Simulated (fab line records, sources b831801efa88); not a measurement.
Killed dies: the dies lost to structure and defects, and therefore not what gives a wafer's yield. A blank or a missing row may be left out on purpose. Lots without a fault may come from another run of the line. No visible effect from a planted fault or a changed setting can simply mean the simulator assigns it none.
Split-lot study / flow sfq-line / 23 wafers read from 5 lots, route of 325 steps

## SPLIT DETAILS
At SFQ_TRILAYER_R5_LITHO_PEB_139 (peb time 60 s), the setting peb-time-s was moved away from the recipe's 60 s on 9 of the 23 wafers read, by -9.8% to +13.0%. All remaining wafers had this setting at the recipe value.

## FROM SPLIT TO READING: 1 step shown by the file between the two
- SFQ_TRILAYER_R5_LITHO_DEVELOP_138: time 60 s

## THE READING
R5.cd-nm (the simulator's own value, which no gauge read), in nm, at SFQ_TRILAYER_R5_BARC_OPEN_METAL_ETCH_177 (etches BARC in O2, target depth 125 nm, time 41.7 s). The file does not state a usual value for it. Average 498.4 nm, standard deviation 1.3 nm, over the 14 wafers here run with the recipe.

wafer=L074.2; tool, chamber at the split=litho-track-01, 0; peb-time-s as run, s=64.1; against the recipe=+6.8%; R5.cd-nm, nm=489.7; against lot-mates on the recipe=-8.6
wafer=L074.3; tool, chamber at the split=litho-track-01, 0; peb-time-s as run, s=60; against the recipe=recipe; R5.cd-nm, nm=498.2; against lot-mates on the recipe=-
wafer=L074.5; tool, chamber at the split=litho-track-01, 0; peb-time-s as run, s=60; against the recipe=recipe; R5.cd-nm, nm=498.2; against lot-mates on the recipe=-
wafer=L074.4; tool, chamber at the split=litho-track-01, 0; peb-time-s as run, s=60; against the recipe=recipe; R5.cd-nm, nm=498.6; against lot-mates on the recipe=-
wafer=L074.6; tool, chamber at the split=litho-track-01, 0; peb-time-s as run, s=64.1; against the recipe=+6.8%; R5.cd-nm, nm=490.1; against lot-mates on the recipe=-8.2
wafer=L079.1; tool, chamber at the split=litho-track-01, 0; peb-time-s as run, s=60; against the recipe=recipe; R5.cd-nm, nm=498.1; against lot-mates on the recipe=-
wafer=L079.3; tool, chamber at the split=litho-track-01, 0; peb-time-s as run, s=60; against the recipe=recipe; R5.cd-nm, nm=498; against lot-mates on the recipe=-
wafer=L079.6; tool, chamber at the split=litho-track-01, 0; peb-time-s as run, s=60; against the recipe=recipe; R5.cd-nm, nm=496.1; against lot-mates on the recipe=-
wafer=L081.1; tool, chamber at the split=litho-track-03, 0; peb-time-s as run, s=66.56; against the recipe=+10.9%; R5.cd-nm, nm=484.7; against lot-mates on the recipe=-13.4
wafer=L081.2; tool, chamber at the split=litho-track-03, 0; peb-time-s as run, s=66.56; against the recipe=+10.9%; R5.cd-nm, nm=483.9; against lot-mates on the recipe=-14.2
wafer=L081.3; tool, chamber at the split=litho-track-03, 0; peb-time-s as run, s=60; against the recipe=recipe; R5.cd-nm, nm=497.3; against lot-mates on the recipe=-
wafer=L081.4; tool, chamber at the split=litho-track-03, 0; peb-time-s as run, s=60; against the recipe=recipe; R5.cd-nm, nm=497.9; against lot-mates on the recipe=-
wafer=L081.6; tool, chamber at the split=litho-track-03, 0; peb-time-s as run, s=60; against the recipe=recipe; R5.cd-nm, nm=499.1; against lot-mates on the recipe=-
wafer=L084.1; tool, chamber at the split=litho-track-01, 0; peb-time-s as run, s=54.15; against the recipe=-9.8%; R5.cd-nm, nm=516.6; against lot-mates on the recipe=+15.7
wafer=L084.3; tool, chamber at the split=litho-track-01, 0; peb-time-s as run, s=54.15; against the recipe=-9.8%; R5.cd-nm, nm=515.8; against lot-mates on the recipe=+14.8
wafer=L084.4; tool, chamber at the split=litho-track-01, 0; peb-time-s as run, s=54.15; against the recipe=-9.8%; R5.cd-nm, nm=517.7; against lot-mates on the recipe=+16.8
wafer=L084.5; tool, chamber at the split=litho-track-01, 0; peb-time-s as run, s=60; against the recipe=recipe; R5.cd-nm, nm=499.7; against lot-mates on the recipe=-
wafer=L084.6; tool, chamber at the split=litho-track-01, 0; peb-time-s as run, s=60; against the recipe=recipe; R5.cd-nm, nm=502.2; against lot-mates on the recipe=-
wafer=L085.2; tool, chamber at the split=litho-track-01, 0; peb-time-s as run, s=60; against the recipe=recipe; R5.cd-nm, nm=498.1; against lot-mates on the recipe=-
wafer=L085.3; tool, chamber at the split=litho-track-01, 0; peb-time-s as run, s=60; against the recipe=recipe; R5.cd-nm, nm=498.5; against lot-mates on the recipe=-
wafer=L085.4; tool, chamber at the split=litho-track-01, 0; peb-time-s as run, s=67.81; against the recipe=+13.0%; R5.cd-nm, nm=481.1; against lot-mates on the recipe=-17.1
wafer=L085.5; tool, chamber at the split=litho-track-01, 0; peb-time-s as run, s=60; against the recipe=recipe; R5.cd-nm, nm=497.9; against lot-mates on the recipe=-
wafer=L085.6; tool, chamber at the split=litho-track-01, 0; peb-time-s as run, s=67.81; against the recipe=+13.0%; R5.cd-nm, nm=482.5; against lot-mates on the recipe=-15.7

THE FIT
A straight line over all 23 wafers: R5.cd-nm changes by -1.49 nm for each +1% of peb-time-s; r = -0.98; the points scatter about the line by 1.9 nm.
The same after taking each lot's own level away (the mean of its wafers on the recipe; 23 wafers): -1.38 nm for each +1%; r = -0.99; scatter 1.1 nm.
The reading moves by 18 nm for the largest change in peb-time-s, on that fit.
Across the lots, their own levels run from 497.40 to 500.95 nm, a range of 2.7 times the standard deviation given above.
Hence the lot-to-lot level has little effect on the slope; both slopes agree.
Check: with one of the wafers moved furthest among these (+13.0%) left out of the fit, the line predicts -17.5 nm for it against its lot-mates. Against them it came out at -17.1 nm.

## OTHER SPLITS APPLIED TO THESE WAFERS
These wafers also went through other splits before the reading. Each is held against what the fit with the lots' levels taken away leaves over:
other split on the same wafers=SFQ_TRILAYER_R5_DEP_SPUTTER_133 power-w; wafers away from the commonest value=5; r with R5.cd-nm (lot level and that fit taken away)=+0.12

## FILE'S OWN FIT
R5.cd-nm changes by -1.34 nm for each +1% of peb-time-s, r = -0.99.
